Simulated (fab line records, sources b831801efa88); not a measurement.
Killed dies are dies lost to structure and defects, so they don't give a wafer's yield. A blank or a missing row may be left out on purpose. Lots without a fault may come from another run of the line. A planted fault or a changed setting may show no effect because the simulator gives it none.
Tool commonality check | flow gf180mcu | 13 lots, 39 wafers sampled

WHY IT WAS OPENED
At GF_DNWELL_TW_MEAS_09 the reading DNWELL_TW is flagged on 2 of 13 lots. Wafers without a fault read 1362, standard deviation 11.
Rule: a lot is flagged when every wafer of it that has a number lies more than 4 standard deviations from that mean, or none has a number. The other lots count as sound.

lot  | measured    | on            | DNWELL_TW, wafer by wafer | flag
L849 | day 2 22:46 | film_metro-02 | 1389 1385 1391            |
L851 | day 3 07:30 | film_metro-02 | 1356 1360 1358            |
L853 | day 3 15:43 | film_metro-02 | 1365 1356 1349            |
L855 | day 4 01:21 | film_metro-04 | 1368 1377 1362            |
L856 | day 4 08:03 | film_metro-02 | 1359 1364 1363            |
L857 | day 4 12:23 | film_metro-04 | 1366 1366 1370            |
L860 | day 5 03:14 | film_metro-01 | 1352 1347 1350            |
L861 | day 5 09:55 | film_metro-01 | 1350 1345 1354            |
L862 | day 5 16:15 | film_metro-04 | 1367 1363 1368            |
L863 | day 5 19:24 | film_metro-04 | 1361 1357 1353            |
L866 | day 6 12:14 | film_metro-01 | 1201 1196 1206            | FLAGGED
L868 | day 6 22:36 | film_metro-04 | 1362 1364 1355            |
L869 | day 7 03:50 | film_metro-04 | 1221 1224 1217            | FLAGGED
The numbers of the flagged lots are 1211 on average: -151 against the usual, or -14 standard deviations.

WHICH TOOL RAN EACH LOT
The record holds 2 process steps before the reading, out of a route of 602 steps. In each cell: the tool, then ch and the chambers that the sampled wafers went through, then the start.
lot  | flag    | GF_STI_ETCH_14                  | GF_DNWELL_IMPLANT_07
L849 |         | rie_si-01 ch 2,3, day 2 04:51   | implanter-03 ch 0, day 2 22:31
L851 |         | rie_si-01 ch 0,3, day 2 13:48   | implanter-04 ch 0, day 3 07:15
L853 |         | rie_si-02 ch 2,3, day 2 21:57   | implanter-04 ch 0, day 3 15:31
L855 |         | rie_si-01 ch 1,2,3, day 3 07:42 | implanter-03 ch 0, day 4 01:06
L856 |         | rie_si-01 ch 1,2,3, day 3 14:46 | implanter-01 ch 0, day 4 07:48
L857 |         | rie_si-02 ch 0,1,3, day 3 18:56 | implanter-03 ch 0, day 4 12:11
L860 |         | rie_si-02 ch 0,1,2, day 4 08:57 | implanter-01 ch 0, day 5 02:59
L861 |         | rie_si-01 ch 0,2,3, day 4 15:56 | implanter-04 ch 0, day 5 09:41
L862 |         | rie_si-01 ch 0,1,3, day 4 21:53 | implanter-03 ch 0, day 5 16:01
L863 |         | rie_si-01 ch 1,2,3, day 5 00:44 | implanter-01 ch 0, day 5 19:09
L866 | FLAGGED | rie_si-01 ch 0,1,2, day 5 17:09 | implanter-01 ch 0, day 6 11:59
L868 |         | rie_si-01 ch 0,2,3, day 6 03:23 | implanter-03 ch 0, day 6 22:21
L869 | FLAGGED | rie_si-02 ch 0,3, day 6 08:17   | implanter-01 ch 0, day 7 03:35
What these steps do:
- GF_STI_ETCH_14: etches Si in HBr/Cl2/O2, target depth 360 nm, time 102.9 s.
- GF_DNWELL_IMPLANT_07
- GF_DNWELL_TW_MEAS_09

FLAGGED OVER TOTAL, TOOL BY TOOL (the gauges that took the reading come last)
step                 | tool          | lots run | flagged | share of the flagged lots | sound lots run after its first flagged lot
GF_STI_ETCH_14       | rie_si-01     | 9        | 1       | some                      | 1 (L868)
GF_STI_ETCH_14       | rie_si-02     | 4        | 1       | some                      | 0
GF_DNWELL_IMPLANT_07 | implanter-01  | 5        | 2       | all                       | 0
GF_DNWELL_IMPLANT_07 | implanter-03  | 5        | 0       | none                      | -
GF_DNWELL_IMPLANT_07 | implanter-04  | 3        | 0       | none                      | -
GF_DNWELL_TW_MEAS_09 | film_metro-01 | 3        | 1       | some                      | 0
GF_DNWELL_TW_MEAS_09 | film_metro-02 | 4        | 0       | none                      | -
GF_DNWELL_TW_MEAS_09 | film_metro-04 | 6        | 1       | some                      | 0

WHAT THE TABLE ALLOWS
1 row of the table ran every flagged lot: implanter-01 at GF_DNWELL_IMPLANT_07.
- implanter-01 at GF_DNWELL_IMPLANT_07: 2 of its 5 lots flagged. Its last sound lot is L863 (day 5 19:09), its first flagged lot L866 (day 6 11:59): a fault that began between those two fits. Its own readings lie more than 4 standard deviations out on every wafer of the flagged lots: dose_ions_cm2, faraday_current_uA.
One tool is left: implanter-01 at GF_DNWELL_IMPLANT_07.

WHAT THE SIMULATOR HAD PUT IN
Process parameter drift: implanter-01, from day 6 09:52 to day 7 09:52, at GF_DNWELL_IMPLANT_07. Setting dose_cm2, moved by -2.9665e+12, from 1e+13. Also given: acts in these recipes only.
Lots struck among those shown: L866, L869. The rule above found the same.
